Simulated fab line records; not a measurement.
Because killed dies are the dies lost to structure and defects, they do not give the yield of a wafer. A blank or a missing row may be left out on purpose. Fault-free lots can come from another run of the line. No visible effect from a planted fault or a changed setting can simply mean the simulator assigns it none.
Which tool did it? || flow gf180mcu || 45 wafers from 15 lots sampled at 6 of the route's 602 steps

== WHAT THE GAUGES READ, wafer by wafer ==
GF_POLY_GATE_OVL_MEAS_11.
{"lot": "L305", "measured": "day 9 21:26", "on": "overlay-01", "POLY_GATE_OVL (nm)": "-8 -9 -3"}
{"lot": "L307", "measured": "day 10 08:53", "on": "overlay-02", "POLY_GATE_OVL (nm)": "2 -1 -4"}
{"lot": "L308", "measured": "day 10 22:52", "on": "overlay-02", "POLY_GATE_OVL (nm)": "-3 -6 -8"}
{"lot": "L309", "measured": "day 11 00:11", "on": "overlay-01", "POLY_GATE_OVL (nm)": "-2 0 1"}
{"lot": "L311", "measured": "day 11 16:52", "on": "overlay-02", "POLY_GATE_OVL (nm)": "4 6 8"}
{"lot": "L312", "measured": "day 12 00:41", "on": "overlay-02", "POLY_GATE_OVL (nm)": "-1 -4 2"}
{"lot": "L313", "measured": "day 12 07:26", "on": "overlay-01", "POLY_GATE_OVL (nm)": "-10 -1 -5"}
{"lot": "L314", "measured": "day 12 11:31", "on": "overlay-01", "POLY_GATE_OVL (nm)": "-6 -2 0"}
{"lot": "L315", "measured": "day 13 01:40", "on": "overlay-01", "POLY_GATE_OVL (nm)": "-7 -4 -11"}
{"lot": "L316", "measured": "day 13 03:01", "on": "overlay-01", "POLY_GATE_OVL (nm)": "-13 -9 -7"}
{"lot": "L317", "measured": "day 13 11:22", "on": "overlay-01", "POLY_GATE_OVL (nm)": "-5 -6 -5"}
{"lot": "L322", "measured": "day 14 19:46", "on": "overlay-01", "POLY_GATE_OVL (nm)": "-10 -1 -6"}
{"lot": "L324", "measured": "day 15 12:28", "on": "overlay-02", "POLY_GATE_OVL (nm)": "-5 0 3"}
{"lot": "L325", "measured": "day 15 16:28", "on": "overlay-01", "POLY_GATE_OVL (nm)": "1 1 7"}
{"lot": "L326", "measured": "day 16 03:01", "on": "overlay-02", "POLY_GATE_OVL (nm)": "-8 -7 -6"}

GF_HV_LDD_TW_MEAS_23.
{"lot": "L305", "measured": "day 11 11:54", "on": "filmMetro-03", "HV_LDD_2_TW": "1049 1046 1042"}
{"lot": "L307", "measured": "day 12 01:58", "on": "filmMetro-03", "HV_LDD_2_TW": "1055 1055 1053"}
{"lot": "L308", "measured": "day 12 15:34", "on": "filmMetro-04", "HV_LDD_2_TW": "1059 1056 1060"}
{"lot": "L309", "measured": "day 12 19:25", "on": "filmMetro-01", "HV_LDD_2_TW": "1060 1059 1061"}
{"lot": "L311", "measured": "day 13 09:56", "on": "filmMetro-01", "HV_LDD_2_TW": "1062 1062 1060"}
{"lot": "L312", "measured": "day 13 18:50", "on": "filmMetro-04", "HV_LDD_2_TW": "1048 1048 1046"}
{"lot": "L313", "measured": "day 14 01:47", "on": "filmMetro-03", "HV_LDD_2_TW": "1051 1065 1053"}
{"lot": "L314", "measured": "day 14 07:48", "on": "filmMetro-04", "HV_LDD_2_TW": "1062 1058 1061"}
{"lot": "L315", "measured": "day 14 21:25", "on": "filmMetro-01", "HV_LDD_2_TW": "1056 1060 1055"}
{"lot": "L316", "measured": "day 15 00:14", "on": "filmMetro-01", "HV_LDD_2_TW": "1051 1052 1056"}
{"lot": "L317", "measured": "day 15 07:19", "on": "filmMetro-03", "HV_LDD_2_TW": "1054 1059 1050"}
{"lot": "L322", "measured": "day 16 19:01", "on": "filmMetro-01", "HV_LDD_2_TW": "1055 1053 1055"}
{"lot": "L324", "measured": "day 17 08:58", "on": "filmMetro-03", "HV_LDD_2_TW": "1047 1047 1048"}
{"lot": "L325", "measured": "day 17 12:46", "on": "filmMetro-01", "HV_LDD_2_TW": "1047 1050 1052"}
{"lot": "L326", "measured": "day 18 00:56", "on": "filmMetro-04", "HV_LDD_2_TW": "1060 1066 1060"}

GF_HV_LDD_TW_MEAS_38.
{"lot": "L305", "measured": "day 12 07:33", "on": "filmMetro-01", "HV_LDD_3_TW": "1439 1445 1447"}
{"lot": "L307", "measured": "day 12 22:17", "on": "filmMetro-03", "HV_LDD_3_TW": "1433 1436 1427"}
{"lot": "L308", "measured": "day 13 13:03", "on": "filmMetro-03", "HV_LDD_3_TW": "1427 1425 1421"}
{"lot": "L309", "measured": "day 13 16:08", "on": "filmMetro-01", "HV_LDD_3_TW": "1453 1438 1436"}
{"lot": "L311", "measured": "day 14 07:29", "on": "filmMetro-03", "HV_LDD_3_TW": "1425 1438 1437"}
{"lot": "L312", "measured": "day 14 19:07", "on": "filmMetro-04", "HV_LDD_3_TW": "1446 1447 1441"}
{"lot": "L313", "measured": "day 14 23:28", "on": "filmMetro-01", "HV_LDD_3_TW": "1437 1434 1434"}
{"lot": "L314", "measured": "day 15 03:39", "on": "filmMetro-01", "HV_LDD_3_TW": "1311 1312 1306"}
{"lot": "L315", "measured": "day 15 19:21", "on": "filmMetro-01", "HV_LDD_3_TW": "1304 1301 1313"}
{"lot": "L316", "measured": "day 15 22:54", "on": "filmMetro-01", "HV_LDD_3_TW": "1305 1304 1310"}
{"lot": "L317", "measured": "day 16 05:10", "on": "filmMetro-01", "HV_LDD_3_TW": "1430 1422 1434"}
{"lot": "L322", "measured": "day 17 16:00", "on": "filmMetro-04", "HV_LDD_3_TW": "1447 1433 1437"}
{"lot": "L324", "measured": "day 18 08:29", "on": "filmMetro-04", "HV_LDD_3_TW": "1441 1436 1448"}
{"lot": "L325", "measured": "day 18 11:45", "on": "filmMetro-03", "HV_LDD_3_TW": "1439 1431 1437"}
{"lot": "L326", "measured": "day 19 01:22", "on": "filmMetro-04", "HV_LDD_3_TW": "1432 1433 1430"}

GF_HV_LDD_RS_MEAS_53: measures by four-point-probe.
{"lot": "L305", "measured": "day 13 03:56", "on": "filmMetro-04", "HV_LDD_RS (ohm/sq)": "419.5 417.4 417.6"}
{"lot": "L307", "measured": "day 13 18:45", "on": "filmMetro-03", "HV_LDD_RS (ohm/sq)": "419.0 420.2 419.7"}
{"lot": "L308", "measured": "day 14 10:32", "on": "filmMetro-01", "HV_LDD_RS (ohm/sq)": "419.8 419.0 418.4"}
{"lot": "L309", "measured": "day 14 18:17", "on": "filmMetro-01", "HV_LDD_RS (ohm/sq)": "418.4 418.1 418.8"}
{"lot": "L311", "measured": "day 15 03:05", "on": "filmMetro-04", "HV_LDD_RS (ohm/sq)": "418.0 417.2 418.1"}
{"lot": "L312", "measured": "day 15 16:07", "on": "filmMetro-03", "HV_LDD_RS (ohm/sq)": "418.6 418.4 417.9"}
{"lot": "L313", "measured": "day 15 21:46", "on": "filmMetro-03", "HV_LDD_RS (ohm/sq)": "419.6 418.6 418.5"}
{"lot": "L314", "measured": "day 16 01:49", "on": "filmMetro-03", "HV_LDD_RS (ohm/sq)": "440.6 439.6 439.5"}
{"lot": "L315", "measured": "day 16 18:04", "on": "filmMetro-03", "HV_LDD_RS (ohm/sq)": "439.4 439.9 439.7"}
{"lot": "L316", "measured": "day 16 21:19", "on": "filmMetro-01", "HV_LDD_RS (ohm/sq)": "439.6 441.0 440.9"}
{"lot": "L317", "measured": "day 17 03:05", "on": "filmMetro-04", "HV_LDD_RS (ohm/sq)": "419.0 419.5 418.2"}
{"lot": "L322", "measured": "day 18 15:59", "on": "filmMetro-03", "HV_LDD_RS (ohm/sq)": "417.5 419.3 418.0"}
{"lot": "L324", "measured": "day 19 08:23", "on": "filmMetro-01", "HV_LDD_RS (ohm/sq)": "418.2 418.4 417.8"}
{"lot": "L325", "measured": "day 19 12:05", "on": "filmMetro-01", "HV_LDD_RS (ohm/sq)": "417.1 416.8 416.5"}
{"lot": "L326", "measured": "day 20 01:40", "on": "filmMetro-01", "HV_LDD_RS (ohm/sq)": "418.1 418.5 418.5"}

== TOOL THAT RAN EACH LOT (tool first, then ch and the chambers of the sampled wafers, then the start) ==
{"lot": "L305", "GF_HV_LDD_STRIP_10": "plasmaAsher-02 ch 0,1, day 10 17:27", "GF_HV_LDD_IMPLANT_34": "implanter-01 ch 0, day 12 07:01"}
{"lot": "L307", "GF_HV_LDD_STRIP_10": "plasmaAsher-02 ch 0,1, day 11 06:13", "GF_HV_LDD_IMPLANT_34": "implanter-04 ch 0, day 12 21:46"}
{"lot": "L308", "GF_HV_LDD_STRIP_10": "plasmaAsher-01 ch 0,1, day 11 19:56", "GF_HV_LDD_IMPLANT_34": "implanter-03 ch 0, day 13 12:31"}
{"lot": "L309", "GF_HV_LDD_STRIP_10": "plasmaAsher-03 ch 0,1, day 11 23:35", "GF_HV_LDD_IMPLANT_34": "implanter-01 ch 0, day 13 15:37"}
{"lot": "L311", "GF_HV_LDD_STRIP_10": "plasmaAsher-02 ch 0,1, day 12 14:01", "GF_HV_LDD_IMPLANT_34": "implanter-01 ch 0, day 14 06:56"}
{"lot": "L312", "GF_HV_LDD_STRIP_10": "plasmaAsher-01 ch 0,1, day 12 22:32", "GF_HV_LDD_IMPLANT_34": "implanter-01 ch 0, day 14 18:36"}
{"lot": "L313", "GF_HV_LDD_STRIP_10": "plasmaAsher-03 ch 0,1, day 13 05:02", "GF_HV_LDD_IMPLANT_34": "implanter-01 ch 0, day 14 22:56"}
{"lot": "L314", "GF_HV_LDD_STRIP_10": "plasmaAsher-01 ch 0,1, day 13 10:19", "GF_HV_LDD_IMPLANT_34": "implanter-01, day 15 03:06"}
{"lot": "L315", "GF_HV_LDD_STRIP_10": "plasmaAsher-01 ch 1, day 14 00:10", "GF_HV_LDD_IMPLANT_34": "implanter-04, day 15 18:48"}
{"lot": "L316", "GF_HV_LDD_STRIP_10": "plasmaAsher-02 ch 0,1, day 14 02:25", "GF_HV_LDD_IMPLANT_34": "implanter-04, day 15 22:21"}
{"lot": "L317", "GF_HV_LDD_STRIP_10": "plasmaAsher-01 ch 0,1, day 14 10:30", "GF_HV_LDD_IMPLANT_34": "implanter-04 ch 0, day 16 04:38"}
{"lot": "L322", "GF_HV_LDD_STRIP_10": "plasmaAsher-01 ch 0,1, day 15 19:59", "GF_HV_LDD_IMPLANT_34": "implanter-04 ch 0, day 17 15:28"}
{"lot": "L324", "GF_HV_LDD_STRIP_10": "plasmaAsher-01 ch 0,1, day 16 12:30", "GF_HV_LDD_IMPLANT_34": "implanter-03 ch 0, day 18 07:56"}
{"lot": "L325", "GF_HV_LDD_STRIP_10": "plasmaAsher-01 ch 0,1, day 16 15:45", "GF_HV_LDD_IMPLANT_34": "implanter-04 ch 0, day 18 11:12"}
{"lot": "L326", "GF_HV_LDD_STRIP_10": "plasmaAsher-01 ch 0,1, day 17 02:37", "GF_HV_LDD_IMPLANT_34": "implanter-01 ch 0, day 19 00:51"}
- GF_HV_LDD_STRIP_10: strips in O2/N2.
- GF_HV_LDD_IMPLANT_34

== WHAT THE TOOLS THEMSELVES READ (means of the sampled wafers that have a number; where no wafer has one, the mark that the record gives instead) ==
GF_HV_LDD_STRIP_10.
{"lot": "L305", "tool": "plasmaAsher-02", "chamberPressureMTorr (mTorr)": 1499.9, "drypumpMotorCurrentA (A)": 6.0, "heaterPowerW (W)": 341, "oesProductAu (a.u.)": 0.715, "stripTimeToEndpointS (s)": 12.68}
{"lot": "L307", "tool": "plasmaAsher-02", "chamberPressureMTorr (mTorr)": 1499.3, "drypumpMotorCurrentA (A)": 6.0, "heaterPowerW (W)": 333, "oesProductAu (a.u.)": 0.718, "stripTimeToEndpointS (s)": 12.65}
{"lot": "L308", "tool": "plasmaAsher-01", "chamberPressureMTorr (mTorr)": 1500.3, "drypumpMotorCurrentA (A)": 5.6, "heaterPowerW (W)": 361, "oesProductAu (a.u.)": 0.713, "stripTimeToEndpointS (s)": 12.68}
{"lot": "L309", "tool": "plasmaAsher-03", "chamberPressureMTorr (mTorr)": 1500.1, "drypumpMotorCurrentA (A)": 5.7, "heaterPowerW (W)": 373, "oesProductAu (a.u.)": 0.715, "stripTimeToEndpointS (s)": 12.61}
{"lot": "L311", "tool": "plasmaAsher-02", "chamberPressureMTorr (mTorr)": 1499.6, "drypumpMotorCurrentA (A)": 6.1, "heaterPowerW (W)": 339, "oesProductAu (a.u.)": 0.718, "stripTimeToEndpointS (s)": 12.63}
{"lot": "L312", "tool": "plasmaAsher-01", "chamberPressureMTorr (mTorr)": 1499.0, "drypumpMotorCurrentA (A)": 5.4, "heaterPowerW (W)": 339, "oesProductAu (a.u.)": 0.714, "stripTimeToEndpointS (s)": 12.62}
{"lot": "L313", "tool": "plasmaAsher-03", "chamberPressureMTorr (mTorr)": 1500.0, "drypumpMotorCurrentA (A)": 5.9, "heaterPowerW (W)": 373, "oesProductAu (a.u.)": 0.717, "stripTimeToEndpointS (s)": 12.65}
{"lot": "L314", "tool": "plasmaAsher-01", "chamberPressureMTorr (mTorr)": 1500.7, "drypumpMotorCurrentA (A)": 5.6, "heaterPowerW (W)": 365, "oesProductAu (a.u.)": 0.715, "stripTimeToEndpointS (s)": 12.63}
{"lot": "L315", "tool": "plasmaAsher-01", "chamberPressureMTorr (mTorr)": 1500.3, "drypumpMotorCurrentA (A)": 5.8, "heaterPowerW (W)": 380, "oesProductAu (a.u.)": 0.714, "stripTimeToEndpointS (s)": 12.65}
{"lot": "L316", "tool": "plasmaAsher-02", "chamberPressureMTorr (mTorr)": 1498.6, "drypumpMotorCurrentA (A)": 6.5, "heaterPowerW (W)": 338, "oesProductAu (a.u.)": 0.716, "stripTimeToEndpointS (s)": 12.60}
{"lot": "L317", "tool": "plasmaAsher-01", "chamberPressureMTorr (mTorr)": 1501.6, "drypumpMotorCurrentA (A)": 5.6, "heaterPowerW (W)": 355, "oesProductAu (a.u.)": 0.719, "stripTimeToEndpointS (s)": 12.56}
{"lot": "L322", "tool": "plasmaAsher-01", "chamberPressureMTorr (mTorr)": 1500.5, "drypumpMotorCurrentA (A)": 5.6, "heaterPowerW (W)": 361, "oesProductAu (a.u.)": 0.717, "stripTimeToEndpointS (s)": 12.59}
{"lot": "L324", "tool": "plasmaAsher-01", "chamberPressureMTorr (mTorr)": 1498.6, "drypumpMotorCurrentA (A)": 5.5, "heaterPowerW (W)": 332, "oesProductAu (a.u.)": 0.717, "stripTimeToEndpointS (s)": 12.59}
{"lot": "L325", "tool": "plasmaAsher-01", "chamberPressureMTorr (mTorr)": 1500.9, "drypumpMotorCurrentA (A)": 5.4, "heaterPowerW (W)": 337, "oesProductAu (a.u.)": 0.716, "stripTimeToEndpointS (s)": 12.58}
{"lot": "L326", "tool": "plasmaAsher-01", "chamberPressureMTorr (mTorr)": 1501.4, "drypumpMotorCurrentA (A)": 5.4, "heaterPowerW (W)": 337, "oesProductAu (a.u.)": 0.713, "stripTimeToEndpointS (s)": 12.60}

GF_HV_LDD_IMPLANT_34.
{"lot": "L305", "tool": "implanter-01", "beamEnergyKeV": 59.995, "beamOnS (s)": 10.06}
{"lot": "L307", "tool": "implanter-04", "beamEnergyKeV": 59.975, "beamOnS (s)": 10.02}
{"lot": "L308", "tool": "implanter-03", "beamEnergyKeV": 60.005, "beamOnS (s)": 9.99}
{"lot": "L309", "tool": "implanter-01", "beamEnergyKeV": 59.995, "beamOnS (s)": 10.11}
{"lot": "L311", "tool": "implanter-01", "beamEnergyKeV": 59.994, "beamOnS (s)": 9.96}
{"lot": "L312", "tool": "implanter-01", "beamEnergyKeV": 60.012, "beamOnS (s)": 9.81}
{"lot": "L313", "tool": "implanter-01", "beamEnergyKeV": 60.007, "beamOnS (s)": 9.99}
{"lot": "L314", "tool": "implanter-01", "beamEnergyKeV": "-", "beamOnS (s)": "-"}
{"lot": "L315", "tool": "implanter-04", "beamEnergyKeV": "-", "beamOnS (s)": "-"}
{"lot": "L316", "tool": "implanter-04", "beamEnergyKeV": "-", "beamOnS (s)": "-"}
{"lot": "L317", "tool": "implanter-04", "beamEnergyKeV": 59.999, "beamOnS (s)": 9.99}
{"lot": "L322", "tool": "implanter-04", "beamEnergyKeV": 60.010, "beamOnS (s)": 9.85}
{"lot": "L324", "tool": "implanter-03", "beamEnergyKeV": 59.996, "beamOnS (s)": 9.97}
{"lot": "L325", "tool": "implanter-04", "beamEnergyKeV": 59.991, "beamOnS (s)": 9.80}
{"lot": "L326", "tool": "implanter-01", "beamEnergyKeV": 59.997, "beamOnS (s)": 9.98}

== THE ANSWER, worked out from the rows above alone ==
Rule: the usual values come from the lots themselves. The widest of any qualifying gaps counts: lots, ordered by their means at a reading, are off when they make up no more than a third of the lots, leave a main group of 4 or more, and stand apart from it by 3 or more times the standard deviation of that group's means. A main group whose means are all the same, to the digits that the tables above print for the reading, isn't used. A lot without any number at a reading at which 4 lots or more have one is off too. Any other lot the step has rows for is counted as sound. First the gauges in route order, then the tools' own readings, where a lot's mean is used as printed above. At the first step where some lot is off, the reading lying furthest off is the one used; lots without a number count as furthest.
Off: L314, L315, L316, at GF_HV_LDD_TW_MEAS_38 (HV_LDD_3_TW). Main group: mean 1436, sd 6.1.
A tool fits if, at a process step before that reading, it ran every lot that is off, and no sound lot after the first of them. Not tried: the gauges at GF_HV_LDD_TW_MEAS_38; whatever is off there is also off at GF_HV_LDD_IMPLANT_34, on other tools, and gauge error can't account for it. Not one of the candidates tried fits.

== WHAT THE SIMULATOR HAD INSERTED ==
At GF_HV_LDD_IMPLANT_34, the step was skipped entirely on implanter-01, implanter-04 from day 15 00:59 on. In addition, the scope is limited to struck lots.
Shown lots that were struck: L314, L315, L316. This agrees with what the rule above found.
